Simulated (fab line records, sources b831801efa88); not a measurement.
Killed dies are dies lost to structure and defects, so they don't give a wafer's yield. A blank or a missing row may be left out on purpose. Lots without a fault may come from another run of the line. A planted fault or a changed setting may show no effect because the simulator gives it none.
fab line records | flow sfq_line
record lots=6 wafers=18 last_day=95
route steps=325 shown A5B@209 R5@212
lots that met no fault: from a run of the same line without faults
start_h: hours from the record's first day to the start of the lot's first wafer shown | wait_h: hours since the lot's step before | " the same as in the row above | L1.1+2: a row that stands for several wafers | - no value, or no start given | * or withheld: withheld | < > ~ a bound
route shown NAME@n: a module of which the file shows steps, and the number in the route of the first | usual: mean/standard deviation of fault-free wafers | same: alike in all rows | chamber/n: place in a boat | sites: the reading at each site | _std_site: their standard deviation | _edge_site: outer sites' mean less inner sites' | radius_mm: how far each site lies from the wafer's centre | mask NAME#n: copy n | behind: the tool/chamber that last shaped the wafer | hold: why the lot was held/for how many hours/how that ended | device: the transistor (n, p or np) that didn't switch | end of line: the same wafers' tests at the end of the route | a step without rows: its recipe alone | killed: dies lost to structure and defects at the first sort, not the wafer's yield | map: a wafer's dies, x killed, . not, _ none there
set.NAME: the setting as run; set.NAME@STEP: as run at that earlier step | model.NAME: the simulator's own value behind a step, which no gauge read
lots at some steps of the route; a table a step, a row a wafer
services: from which hour (start_h, from the record's first day; less than 0 if before it) a tool's chamber was out of use, for how many hours, and why
## steps
# step SFQ_TRILAYER_A5B_DEP_PECVD_129
# recipe material=SiO2 temp_c=150 time_s=133.33 pressure_torr=2.4 rf_w=183.3 precursor=SiH4/N2O target_thk_nm=600
# usual chamber_pressure_Torr=2.401/0.0052 heater_power_w=94/13 throttle_valve_pct=25.4/1.9
# columns lot.wafer tool chamber start_h wait_h chamber_pressure_Torr heater_power_w throttle_valve_pct
L383.2 pecvd-04 2 1656.08 0.0 2.396 97 23.4
L383.4 " 2 " " 2.391 102 23.3
L383.6 " 0 " " 2.403 112 24.6
L388.1 pecvd-04 1 1730.44 0.0 2.403 88 25.7
L388.3 " 2 " " 2.402 106 23.3
L388.4 " 0 " " 2.401 108 24.7
L398.1 pecvd-04 2 1793.32 0.0 2.400 103 23.7
L398.3 " 0 " " 2.401 112 24.9
L398.5 " 2 " " 2.402 88 23.5
L399.2 pecvd-02 0 1794.69 0.0 2.404 84 25.2
L399.5 " 2 " " 2.397 108 29.6
L399.6 " 1 " " 2.401 88 26.0
L401.1 pecvd-04 1 1801.72 0.0 2.402 75 25.9
L401.5 " 0 " " 2.403 93 25.2
L401.6 " 2 " " 2.402 86 23.7
L403.1 pecvd-01 1 1809.09 0.0 2.398 104 23.7
L403.3 " 2 " " 2.395 105 23.2
L403.6 " 2 " " 2.395 87 23.0
# step SFQ_TRILAYER_A5B_CMP_CMP_130
# recipe stop_on=Nb down_force_psi=3 platen_rpm=60 target_thk_nm=340.7
# usual head_pressure_psi=3.000/0.0063 motor_current_A=10.2/0.84 platen_rpm=60.00/0.043
# columns lot.wafer tool chamber start_h wait_h head_pressure_psi motor_current_A platen_rpm
L383.4 cmp-02 0 1657.05 0.9 3.001 8.1 59.98
L383.2 " 1 " " 2.997 10.6 59.97
L383.6 " 1 1659.55 3.4 2.995 10.1 60.00
L388.3 cmp-02 0 1732.08 1.6 3.003 8.3 60.05
L388.4 " 1 " " 3.005 10.4 59.99
L388.1 " 2 " " 2.998 12.1 59.98
L398.1 cmp-01 1 1794.01 0.6 3.002 10.5 60.04
L398.3 " 2 " " 2.995 9.5 60.04
L398.5 " 2 1796.51 3.1 2.998 9.5 59.99
L399.2 cmp-02 0 1796.05 1.3 2.996 8.3 59.94
L399.6 " 2 1797.05 2.3 3.003 11.1 60.00
L399.5 " 3 " " 2.995 10.7 59.99
L401.1 cmp-02 0 1801.81 0.0 2.994 7.9 60.06
L401.5 " 0 1803.81 2.0 3.001 8.1 60.06
L401.6 " 1 " " 2.994 10.4 59.96
L403.1 cmp-01 3 1809.62 0.5 2.996 9.7 60.03
L403.3 " 0 " " 2.998 10.6 59.97
L403.6 " 3 1811.62 2.4 3.005 10.1 59.92
# step SFQ_TRILAYER_A5B_METRO_MEASURE_131
# usual thk_nm=341/6.2
# columns lot.wafer tool chamber start_h wait_h thk_nm
L383.2 film_metro-02 - 1660.25 2.2 350
L383.4 " - " " 346
L383.6 " - " " 349
L388.1 film_metro-02 - 1735.08 1.5 340
L388.3 " - " " 349
L388.4 " - " " 349
L398.1 film_metro-01 - 1797.01 2.5 340
L398.3 " - " " 339
L398.5 " - " " 335
L399.2 film_metro-03 - 1798.25 1.7 333
L399.5 " - " " 337
L399.6 " - " " 328
L401.1 film_metro-02 - 1804.81 2.5 340
L401.5 " - " " 347
L401.6 " - " " 349
L403.1 film_metro-01 - 1812.62 2.5 347
L403.3 " - " " 334
L403.6 " - " " 345
# step SFQ_TRILAYER_R5_DEP_SPUTTER_132
# recipe material=Ti base_pressure_pa=1.33e-06 target_thk_nm=5 power_w=2000 time_s=5 chamber_pressure_pa=0.4
# step SFQ_TRILAYER_R5_DEP_SPUTTER_133
# recipe material=MoNx base_pressure_pa=1.33e-06 target_thk_nm=40 power_w=1000 time_s=66.7 chamber_pressure_pa=0.4
# usual throttle_valve_pct=30.5/1.2
# columns lot.wafer tool chamber start_h wait_h throttle_valve_pct
L383.2 pvd_sputter-06 - 1661.27 0.0 32.6
L383.4 " - " " 30.1
L383.6 " - " " 30.4
L388.1 pvd_sputter-05 - 1736.30 0.0 31.8
L388.3 " - " " 31.2
L388.4 " - " " 27.9
L398.1 pvd_sputter-06 - 1798.23 0.0 32.9
L398.3 " - " " 30.1
L398.5 " - " " 32.9
L399.2 pvd_sputter-04 - 1799.27 0.0 29.3
L399.5 " - " " 30.5
L399.6 " - " " 29.7
L401.1 pvd_sputter-06 - 1806.03 0.0 30.3
L401.5 " - " " 30.1
L401.6 " - " " 29.8
L403.1 pvd_sputter-06 - 1813.84 0.0 32.7
L403.3 " - " " 30.9
L403.6 " - " " 30.5
# step SFQ_TRILAYER_R5_DEP_SPUTTER_134
# recipe material=Ti base_pressure_pa=1.33e-06 target_thk_nm=5 power_w=2000 time_s=5 chamber_pressure_pa=0.4
# usual throttle_valve_pct=30.5/1.2
# columns lot.wafer tool chamber start_h wait_h throttle_valve_pct
L383.2 pvd_sputter-06 - 1661.32 0.0 32.9
L383.4 " - " " 30.1
L383.6 " - " " 30.4
L388.1 pvd_sputter-05 - 1736.35 0.0 31.3
L388.3 " - " " 31.4
L388.4 " - " " 27.8
L398.1 pvd_sputter-06 - 1798.28 0.0 32.9
L398.3 " - " " 30.0
L398.5 " - " " 32.7
L399.2 pvd_sputter-04 - 1799.32 0.0 29.3
L399.5 " - " " 30.6
L399.6 " - " " 29.8
L401.1 pvd_sputter-06 - 1806.08 0.0 29.8
L401.5 " - " " 30.3
L401.6 " - " " 30.1
L403.1 pvd_sputter-06 - 1813.90 0.0 32.7
L403.3 " - " " 30.6
L403.6 " - " " 30.3
# step SFQ_R5_RS_MEAS_933
# recipe thk_meas_gauge=four-point-probe reads=Ti_of_TRILAYER_R5_DEP_SPUTTER_134+MoNx_of_TRILAYER_R5_DEP_SPUTTER_133+Ti_of_TRILAYER_R5_DEP_SPUTTER_132
# usual R5_MONX_RS=7.07/0.094
# columns lot.wafer tool chamber start_h wait_h R5_MONX_RS[ohm/sq]
L383.2 film_metro-04 - 1661.36 0.0 7.10
L383.4 " - " " 7.09
L383.6 " - " " 7.02
L388.1 film_metro-03 - 1736.37 0.0 6.94
L388.3 " - " " 6.90
L388.4 " - " " 6.93
L398.1 film_metro-04 - 1798.30 0.0 7.15
L398.3 " - " " 7.12
L398.5 " - " " 7.16
L399.2 film_metro-01 - 1799.36 0.0 7.01
L399.5 " - " " 7.03
L399.6 " - " " 7.04
L401.1 film_metro-03 - 1806.10 0.0 7.29
L401.5 " - " " 7.25
L401.6 " - " " 7.24
L403.1 film_metro-03 - 1813.92 0.0 7.07
L403.3 " - " " 6.99
L403.6 " - " " 7.04
# step SFQ_R5_THK_MEAS_934
# recipe thk_meas_gauge=xrf reads=MoNx_of_TRILAYER_R5_DEP_SPUTTER_133
# usual R5_MONX_THK=40.0/0.6
# columns lot.wafer tool chamber start_h wait_h R5_MONX_THK[nm]
L383.2 film_metro-04 - 1661.47 0.1 39.6
L383.4 " - " " 40.0
L383.6 " - " " 40.2
L388.1 film_metro-03 - 1736.49 0.1 40.8
L388.3 " - " " 41.1
L388.4 " - " " 41.0
L398.1 film_metro-04 - 1798.42 0.1 39.4
L398.3 " - " " 39.7
L398.5 " - " " 39.3
L399.2 film_metro-01 - 1799.47 0.1 40.4
L399.5 " - " " 40.3
L399.6 " - " " 40.3
L401.1 film_metro-03 - 1806.22 0.1 38.7
L401.5 " - " " 39.2
L401.6 " - " " 39.1
L403.1 film_metro-03 - 1814.04 0.1 39.7
L403.3 " - " " 40.3
L403.6 " - " " 40.0
# step SFQ_TRILAYER_R5_LITHO_COAT_141
# recipe resist=BARC spin_rpm=3000 resist_thk_nm=62
# step SFQ_TRILAYER_R5_LITHO_COAT_136
# recipe resist=KrF spin_rpm=3000 resist_thk_nm=600
# step SFQ_TRILAYER_R5_LITHO_SOFTBAKE_140
# recipe temp_c=withheld time_s=withheld resist=KrF
# step SFQ_TRILAYER_R5_LITHO_EXPOSE_137
# recipe mask_id=R5 na=0.6 source_shape=conventional sigma_outer=0.65 target_cd_nm=500 dose_mj=14.4
# step SFQ_TRILAYER_R5_LITHO_PEB_139
# recipe peb_temp_c=115 peb_time_s=60 resist=KrF
# usual chill_plate_temp_C=22.99/0.11 exhaust_pa=44.8/0.85 heater_power_total_W=79.15/0.066
# columns lot.wafer tool chamber start_h wait_h chill_plate_temp_C exhaust_pa heater_power_total_W
L383.2 litho_track-01 0 1663.62 0.8 22.98 45.0 79.19
L383.4 " 0 " " 22.72 44.8 79.17
L383.6 " 0 " " 22.73 44.4 79.21
L388.1 litho_track-02 0 1741.28 1.0 22.86 44.4 79.14
L388.3 " 0 " " 22.87 44.1 79.10
L388.4 " 0 " " 22.99 44.2 79.23
L398.1 litho_track-02 - 1800.43 1.0 - - -
L398.3 " - " " - - -
L398.5 " - " " - - -
L399.2 litho_track-02 - 1801.66 0.8 - - -
L399.5 " - " " - - -
L399.6 " - " " - - -
L401.1 litho_track-02 0 1808.23 1.0 22.85 44.0 79.01
L401.5 " 0 " " 22.89 43.7 79.10
L401.6 " 0 " " 22.90 44.5 79.15
L403.1 litho_track-03 0 1816.65 1.0 23.03 44.0 79.19
L403.3 " 0 " " 22.96 43.8 79.19
L403.6 " 0 " " 22.95 44.6 79.15
# step SFQ_TRILAYER_R5_LITHO_DEVELOP_138
# recipe time_s=60 resist=KrF
## services
# columns tool chamber start_h hours kind
cmp-02 - 1644.95 5.1 pm
cmp-02 - 1652.40 1.6 repair
pecvd-02 - 1670.62 1.0 repair
pecvd-02 - 1677.13 14.6 pm
film_metro-02 - 1680.81 0.6 pm
cmp-02 - 1682.77 1.5 repair
pecvd-01 - 1686.25 14.0 pm
film_metro-02 - 1695.45 0.2 pm
pecvd-02 0 1696.31 4.8 repair
pecvd-02 - 1698.14 1.2 repair
cmp-01 - 1711.49 11.4 repair
film_metro-02 - 1713.46 4.6 pm
pecvd-01 - 1721.64 1.3 repair
cmp-02 - 1735.62 0.3 repair
pvd_sputter-04 - 1736.26 7.4 repair
film_metro-02 - 1750.85 0.6 pm
pvd_sputter-05 - 1751.82 9.0 repair
pvd_sputter-04 - 1754.40 1.9 repair
film_metro-03 - 1765.71 0.7 pm
cmp-01 - 1774.08 2.1 repair
cmp-02 - 1774.44 4.0 pm
film_metro-01 - 1776.18 0.9 pm
film_metro-03 - 1799.59 0.8 pm
film_metro-02 - 1813.52 6.9 pm
## key
first_sign step=SFQ_TRILAYER_R5_LITHO_PEB_139 reading=tool_record direction=missing
effect none on later readings
met_at SFQ_TRILAYER_R5_LITHO_PEB_139
struck_wafers L398.1,L398.3,L398.5,L399.2,L399.5,L399.6
onset_between 1741.28 1800.43
fault kind=skipped_step_whole tool=litho_track-02 chamber=- onset_h=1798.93 steps=SFQ_TRILAYER_R5_LITHO_PEB_139 scope=struck_lots_only
